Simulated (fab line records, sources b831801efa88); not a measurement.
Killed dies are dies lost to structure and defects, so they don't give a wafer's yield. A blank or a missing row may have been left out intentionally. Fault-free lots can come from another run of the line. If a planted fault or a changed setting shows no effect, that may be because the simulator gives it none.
fab line records	flow sky130
record: lots: 12	wafers: 36	last_day: 50
route steps=708 shown VIA4@652 METAL5@665 PAD_OPEN@708
lots with no fault: from the same line, run without faults
start_h: hours from the record's opening day to when the first of the lot's shown wafers began	wait_h: hours from the lot's prior step to this one	" as in the row above	L1.1+2: a row that stands for several wafers	- value missing, or start not given	* or withheld: withheld	< > ~ a bound
route shown NAME@n: names a module that has steps shown in the file, with the first one's number in the route	usual: average and standard deviation across the fault-free wafers	same: alike in all rows	chamber/n: place in a boat	sites: readings site by site	_std_site: the standard deviation of these	_edge_site: mean of outer sites minus mean of inner sites	radius_mm: how far each site lies from the wafer's centre	mask NAME#n: copy n	behind: the tool/chamber that last shaped the wafer	hold: why the lot went on hold/how many hours it stayed there/how the hold came to an end	device: the n, p or np transistor that did not switch	end of line: the tests these same wafers got at the end of their route	a step given without rows: its recipe and nothing more	killed: at the first sort, the dies lost to defects and structure; wafer yield is something else	map: shows each die of a wafer: x if killed, . if not, _ if none is there
set.NAME: the setting the step ran with; set.NAME@STEP: the setting that earlier step ran with	model.NAME: the simulator's own value behind a step, which no gauge read
route steps across a sampled set of lots; one table per step, one row per wafer
services: when a tool's chamber went out of use (start_h, in hours from the record's first day, below 0 if earlier), for how many hours, and the reason
== steps ==
step: SKY_VIA4_STRIP_13
recipe: chemistry: O2/N2	power_w: 1400	pressure_mtorr: 1500	platen_temp_c: withheld	o2_flow_sccm: 3000	n2_flow_sccm: 300	overash_fraction: 0.5
usual: drypump_motor_current_A: 5.6/0.49	oes_product_au: 0.709/0.0044	strip_time_to_endpoint_s: 12.81/0.031
lot.wafer	tool	chamber	start_h	wait_h	drypump_motor_current_A	oes_product_au	rf_hours_counter_h	strip_time_to_endpoint_s
L144.2	plasma_asher-03	0	1002.65	-	5.4	0.712	111	12.86
L144.3	"	1	"	"	5.7	0.710	-	12.83
L144.4	"	0	"	"	5.4	0.711	-	12.78
L147.1	plasma_asher-01	0	1013.78	-	4.8	0.710	27	12.82
L147.4	"	1	"	"	6.2	0.717	-	12.80
L147.6	"	1	"	"	6.3	0.703	-	12.84
L145.1	plasma_asher-03	1	1014.50	-	5.7	0.709	112	12.83
L145.5	"	0	"	"	5.4	0.708	-	12.77
L145.6	"	1	"	"	5.7	0.704	-	12.78
L146.2	plasma_asher-04	1	1020.00	-	6.0	0.703	61	12.80
L146.5	"	0	"	"	5.8	0.713	-	12.85
L146.6	"	1	"	"	6.0	0.718	-	12.84
L149.1	plasma_asher-01	0	1034.61	-	4.8	0.705	29	12.78
L149.2	"	1	"	"	6.2	0.712	29	12.79
L149.3	"	1	"	"	6.2	0.708	-	12.81
L150.1	plasma_asher-04	1	1041.58	-	6.0	0.710	64	12.82
L150.3	"	0	"	"	5.9	0.704	-	12.82
L150.4	"	1	"	"	6.0	0.709	-	12.82
L151.2	plasma_asher-01	0	1052.25	-	4.8	0.709	31	12.80
L151.3	"	0	"	"	4.8	0.706	-	12.81
L151.4	"	1	"	"	6.2	0.708	-	12.81
L157.1	plasma_asher-03	0	1091.53	-	5.4	0.708	3	12.82
L157.3	"	0	"	"	5.4	0.715	-	12.80
L157.4	"	1	"	"	5.8	0.709	-	12.86
L161.2	plasma_asher-03	1	1108.38	-	5.8	0.704	5	12.81
L161.3	"	0	"	"	5.4	0.713	-	12.79
L161.6	"	1	"	"	5.8	0.713	-	12.80
L165.3	plasma_asher-03	1	1133.49	-	5.8	0.707	-	12.84
L165.4	"	0	"	"	5.4	0.714	-	12.85
L165.6	"	1	"	"	5.8	0.707	-	12.83
L166.3	plasma_asher-04	0	1137.76	-	5.9	0.706	-	12.83
L166.4	"	1	"	"	6.0	0.706	-	12.81
L166.6	"	1	"	"	6.0	0.701	-	12.76
L167.2	plasma_asher-03	1	1146.25	-	5.7	0.711	8	12.80
L167.3	"	0	"	"	5.4	0.720	-	12.82
L167.5	"	1	"	"	5.7	0.707	-	12.77
step: SKY_METAL5_SPUTTER_04
recipe: material: TiN	target_thk_nm: 70	power_w: 6500	time_s: 58.3	chamber_pressure_pa: 0.4
usual: throttle_valve_pct: 29.5/0.9
lot.wafer	tool	chamber	start_h	wait_h	throttle_valve_pct
L144.2	pvd_sputter-02	-	1004.10	0.0	29.9
L144.3	"	-	"	"	31.3
L144.4	"	-	"	"	30.6
L147.1	pvd_sputter-03	-	1015.34	0.0	28.9
L147.4	"	-	"	"	28.8
L147.6	"	-	"	"	28.7
L145.1	pvd_sputter-04	-	1016.05	0.0	30.6
L145.5	"	-	"	"	28.9
L145.6	"	-	"	"	28.9
L146.2	pvd_sputter-03	-	1021.72	0.0	28.6
L146.5	"	-	"	"	28.8
L146.6	"	-	"	"	28.4
L149.1	pvd_sputter-03	-	1036.02	0.0	28.9
L149.2	"	-	"	"	28.7
L149.3	"	-	"	"	28.4
L150.1	pvd_sputter-03	-	1042.99	0.0	28.8
L150.3	"	-	"	"	28.7
L150.4	"	-	"	"	28.7
L151.2	pvd_sputter-03	-	1053.69	0.0	28.8
L151.3	"	-	"	"	28.6
L151.4	"	-	"	"	28.8
L157.1	pvd_sputter-04	-	1093.08	0.0	29.4
L157.3	"	-	"	"	30.3
L157.4	"	-	"	"	29.1
L161.2	pvd_sputter-03	-	1109.99	0.0	28.8
L161.3	"	-	"	"	28.6
L161.6	"	-	"	"	29.2
L165.3	pvd_sputter-03	-	1134.86	0.0	29.2
L165.4	"	-	"	"	28.9
L165.6	"	-	"	"	28.6
L166.3	pvd_sputter-02	-	1139.17	0.0	31.2
L166.4	"	-	"	"	29.8
L166.6	"	-	"	"	31.5
L167.2	pvd_sputter-04	-	1148.07	0.0	29.1
L167.3	"	-	"	"	30.1
L167.5	"	-	"	"	28.8
step: SKY_METAL5_RS_MEAS_05
recipe: thk_meas_gauge: four-point-probe	reads: TiN_of_METAL5_SPUTTER_04+Ti_of_METAL5_SPUTTER_03+AlCu_of_METAL5_SPUTTER_02+TiN_of_METAL5_SPUTTER_01+Ti_of_METAL5_SPUTTER_00
usual: METAL5_ALCU_RS: 0.0270/0.00039
lot.wafer	tool	chamber	start_h	wait_h	METAL5_ALCU_RS[ohm/sq]
L144.2	film_metro-02	-	1004.17	0.0	0.0274
L144.3	"	-	"	"	0.0274
L144.4	"	-	"	"	0.0274
L147.1	film_metro-03	-	1015.39	0.0	0.0277
L147.4	"	-	"	"	0.0273
L147.6	"	-	"	"	0.0282
L145.1	film_metro-01	-	1016.10	0.0	0.0267
L145.5	"	-	"	"	0.0268
L145.6	"	-	"	"	0.0273
L146.2	film_metro-03	-	1021.79	0.0	0.0272
L146.5	"	-	"	"	0.0270
L146.6	"	-	"	"	0.0264
L149.1	film_metro-02	-	1036.07	0.0	0.0269
L149.2	"	-	"	"	0.0276
L149.3	"	-	"	"	0.0267
L150.1	film_metro-02	-	1043.04	0.0	0.0270
L150.3	"	-	"	"	0.0270
L150.4	"	-	"	"	0.0276
L151.2	film_metro-01	-	1053.76	0.0	0.0272
L151.3	"	-	"	"	0.0268
L151.4	"	-	"	"	0.0267
L157.1	film_metro-01	-	1093.13	0.0	0.0275
L157.3	"	-	"	"	0.0265
L157.4	"	-	"	"	0.0269
L161.2	film_metro-03	-	1110.06	0.0	0.0272
L161.3	"	-	"	"	0.0276
L161.6	"	-	"	"	0.0269
L165.3	film_metro-01	-	1134.95	0.1	0.0272
L165.4	"	-	"	"	0.0270
L165.6	"	-	"	"	0.0279
L166.3	film_metro-02	-	1139.26	0.1	0.0265
L166.4	"	-	"	"	0.0269
L166.6	"	-	"	"	0.0267
L167.2	film_metro-03	-	1148.14	0.0	0.0269
L167.3	"	-	"	"	0.0264
L167.5	"	-	"	"	0.0269
step: SKY_METAL5_DESCUM_14
recipe: chemistry: O2	source_power_w: 150	bias_power_w: 0	pressure_mtorr: 10	temp_c: 40	time_s: 11
usual: drypump_motor_current_A: 5.4/0.39	oes_product_au: 1.006/0.012
lot.wafer	tool	chamber	start_h	wait_h	drypump_motor_current_A	oes_product_au	rf_hours_counter_h
L144.2	rie_metal-03	1	1027.44	0.1	6.3	0.987	16
L144.3	"	1	"	"	6.3	0.992	-
L144.4	"	0	"	"	5.7	1.011	-
L147.1	rie_metal-04	0	1037.64	0.1	5.1	1.002	6
L147.4	"	0	"	"	5.1	0.992	-
L147.6	"	0	"	"	5.1	1.002	-
L145.1	rie_metal-03	0	1038.12	0.1	5.7	1.027	15
L145.5	"	0	"	"	5.7	1.018	-
L145.6	"	1	"	"	6.3	0.994	-
L146.2	rie_metal-02	1	1043.07	0.1	5.3	1.021	19
L146.5	"	1	"	"	5.3	1.018	-
L146.6	"	0	"	"	5.4	1.021	-
L149.1	rie_metal-04	0	1057.49	0.1	5.1	0.998	8
L149.2	"	1	"	"	5.1	0.998	0
L149.3	"	0	"	"	5.1	1.000	-
L150.1	rie_metal-03	1	1064.17	0.1	6.3	0.996	20
L150.3	"	1	"	"	6.3	1.001	-
L150.4	"	0	"	"	5.7	1.023	-
L151.2	rie_metal-04	1	1074.30	0.1	5.1	1.011	1
L151.3	"	0	"	"	5.1	1.004	-
L151.4	"	1	"	"	5.0	0.997	-
L157.1	rie_metal-04	0	1112.97	0.1	5.1	0.994	12
L157.3	"	1	"	"	5.0	0.986	-
L157.4	"	0	"	"	5.1	1.000	-
L161.2	rie_metal-04	0	1129.60	0.1	5.1	1.010	13
L161.3	"	1	"	"	5.1	0.987	-
L161.6	"	0	"	"	5.1	1.011	-
L165.3	rie_metal-03	0	1152.81	0.1	5.7	1.003	-
L165.4	"	1	"	"	6.3	0.997	-
L165.6	"	0	"	"	5.7	1.009	-
L166.3	rie_metal-03	0	1157.05	0.1	5.7	1.027	-
L166.4	"	0	"	"	5.7	1.021	-
L166.6	"	0	"	"	5.7	1.023	-
L167.2	rie_metal-03	0	1164.46	0.1	5.7	1.002	-
L167.3	"	0	"	"	5.7	1.013	-
L167.5	"	0	"	"	5.7	1.010	-
step: SKY_PAD_OPEN_PROBE_99
usual: defect_limited_yield: 82.3/2	killed_at_M0_to_M3: 43/7	killed_at_M4_up: 3.5/1.9	killed_at_contacts: 24/5.3	killed_at_front_end: 15/4.4	killed_at_other: 0.3/0.69	killed_dies: 87/9.7	killed_open: 48/7	killed_short: 39/6.4	sort_bin_3_pad_short: 0.9/0.46	sort_bin_5_function: 10.5/1.4	sort_bin_6_memory: 6.3/1.2	sort_n_pass: 405/9.7	sort_yield_pct: 82.3/2
same: gross_dies: 492	killed_at_back_side: 0	sort_bin_4_leakage[%]: 0	sort_bin_8_speed[%]: 0
lot.wafer	tool	chamber	start_h	wait_h	defect_limited_yield[%]	killed_at_M0_to_M3	killed_at_M4_up	killed_at_contacts	killed_at_front_end	killed_at_other	killed_dies	killed_open	killed_short	sort_bin_3_pad_short[%]	sort_bin_5_function[%]	sort_bin_6_memory[%]	sort_n_pass	sort_yield_pct[%]
L149.1	prober-01	-	1102.39	0.1	73.2	48	48	19	17	0	132	49	40	2.4	16.3	8.1	360	73.2
L149.2	prober-01	-	1102.44	0.1	76.2	33	51	21	12	0	117	38	34	1.4	14.8	7.5	375	76.2
L149.3	prober-01	-	1102.49	0.2	79.5	45	21	14	21	0	101	36	48	1.6	12.8	6.1	391	79.5
L150.1	prober-02	-	1108.73	0.1	73.4	50	45	24	12	0	131	50	42	2.2	15.2	9.1	361	73.4
L150.3	prober-02	-	1108.83	0.2	81.1	43	16	16	16	2	93	37	39	2.2	10.8	5.9	399	81.1
L150.4	prober-02	-	1108.88	0.2	77.0	33	43	25	11	1	113	37	35	2.2	13.0	7.7	379	77.0
L151.2	prober-01	-	1118.28	0.1	73.6	39	51	22	18	0	130	53	33	3.0	16.5	6.9	362	73.6
L151.3	prober-01	-	1118.33	0.2	74.4	48	42	31	5	0	126	52	33	1.6	16.7	7.3	366	74.4
L151.4	prober-01	-	1118.38	0.2	78.5	42	22	25	17	0	106	51	35	2.4	12.2	6.9	386	78.5
killed by level:class
L149.1 METAL5:unspecified=43 VIA1:geometric_particle:open=13 VIA2:geometric_particle:open=9 VIA3:geometric_particle:open=8 LOCAL_INTERCONNECT:geometric_particle:short=7 VIA1:geometric_particle:short=6 POLY_GATE:geometric_particle:short=4 POLY_GATE:geometric_particle:open=4
L149.2 METAL5:unspecified=45 VIA1:geometric_particle:open=7 CONTACT:geometric_particle:open=6 LI_CONTACT:geometric_particle:open=6 VIA3:geometric_particle:open=6 METAL4:geometric_particle:short=5 FIELD_ISO:geometric_particle:open=4 METAL2:geometric_particle:short=4
L149.3 METAL5:unspecified=17 VIA1:geometric_particle:open=10 METAL2:geometric_particle:short=7 VIA1:geometric_particle:short=6 FIELD_ISO:geometric_particle:short=5 METAL1:geometric_particle:short=5 POLY_GATE:geometric_particle:open=4 SPACER:geometric_particle:open=4
L150.1 METAL5:unspecified=37 VIA1:geometric_particle:open=11 VIA3:geometric_particle:open=8 CONTACT:geometric_particle:open=8 METAL1:geometric_particle:short=7 LOCAL_INTERCONNECT:geometric_particle:short=6 METAL4:geometric_particle:short=5 METAL1:geometric_particle:open=4
L150.3 METAL5:unspecified=14 VIA1:geometric_particle:short=8 VIA3:geometric_particle:open=8 VIA1:geometric_particle:open=7 METAL2:geometric_particle:short=7 METAL1:geometric_particle:short=5 CONTACT:geometric_particle:open=5 VIA2:geometric_particle:short=4
L150.4 METAL5:unspecified=41 CONTACT:geometric_particle:open=12 VIA1:geometric_particle:open=9 VIA2:geometric_particle:open=7 LI_CONTACT:geometric_particle:short=4 LOCAL_INTERCONNECT:geometric_particle:short=4 METAL3:geometric_particle:short=4 METAL1:geometric_particle:short=3
L151.2 METAL5:unspecified=44 VIA3:geometric_particle:open=9 CONTACT:geometric_particle:open=8 LI_CONTACT:geometric_particle:open=6 VIA1:geometric_particle:short=6 VIA2:geometric_particle:open=6 FIELD_ISO:geometric_particle:short=5 FIELD_ISO:geometric_particle:open=4
L151.3 METAL5:unspecified=41 VIA3:geometric_particle:open=14 CONTACT:geometric_particle:open=12 LI_CONTACT:geometric_particle:open=10 METAL1:geometric_particle:short=6 VIA1:geometric_particle:open=5 METAL2:geometric_particle:short=5 VIA1:geometric_particle:short=4
L151.4 METAL5:unspecified=20 CONTACT:geometric_particle:open=11 VIA1:geometric_particle:open=10 FIELD_ISO:geometric_particle:short=6 METAL1:geometric_particle:short=6 VIA2:geometric_particle:open=6 FIELD_ISO:geometric_particle:open=5 LI_CONTACT:geometric_particle:open=5
== services ==
tool	chamber	start_h	hours	kind
plasma_asher-01	-	985.30	9.0	repair
plasma_asher-01	-	1007.67	3.7	repair
rie_metal-02	0	1034.19	5.0	repair
pvd_sputter-03	1	1053.74	-	consumable_replace:kit
pvd_sputter-03	1	1053.74	18.0	scheduled_down
pvd_sputter-03	1	1053.74	18.0	vent_cycle
plasma_asher-03	-	1055.25	9.0	pm
plasma_asher-03	0	1055.25	9.0	vent_cycle
plasma_asher-03	1	1055.25	9.0	vent_cycle
plasma_asher-03	0	1064.25	-	clean
plasma_asher-03	1	1064.25	-	clean
pvd_sputter-04	-	1070.49	1.3	repair
pvd_sputter-03	-	1072.75	3.6	repair
pvd_sputter-02	-	1075.46	5.2	repair
plasma_asher-01	-	1083.02	0.8	repair
plasma_asher-04	-	1083.95	14.6	pm
rie_metal-04	1	1094.44	3.6	repair
rie_metal-03	1	1099.01	17.2	repair
pvd_sputter-03	0	1139.47	-	consumable_replace:kit
pvd_sputter-03	0	1139.47	18.0	scheduled_down
pvd_sputter-03	0	1139.47	18.0	vent_cycle
plasma_asher-01	-	1147.55	7.3	repair
rie_metal-03	1	1153.99	13.2	repair
pvd_sputter-02	-	1155.53	3.3	repair
== key ==
first_sign: step: SKY_PAD_OPEN_PROBE_99	reading: killed_at_M4_up	direction: up	sigmas: 18	usual: 3.5	struck: 37.7
effect: step: SKY_PAD_OPEN_PROBE_99	reading: defect_limited_yield	direction: down	sigmas: 3.1	usual: 82.3	struck: 76.3	wafers_moved: 6
met_at SKY_METAL5_SPUTTER_04
struck_lots L149,L150,L151
not_acting_at SKY_VIA4_STRIP_13,SKY_METAL5_RS_MEAS_05,SKY_METAL5_DESCUM_14
onset_between 1021.72 1036.02
fault: kind: chamber_particle_source	tool: pvd_sputter-03	chamber: -	onset_h: 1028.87	steps: SKY_METAL5_SPUTTER_04	rate_per_visit_cm2: 0.45159	end_h: 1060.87
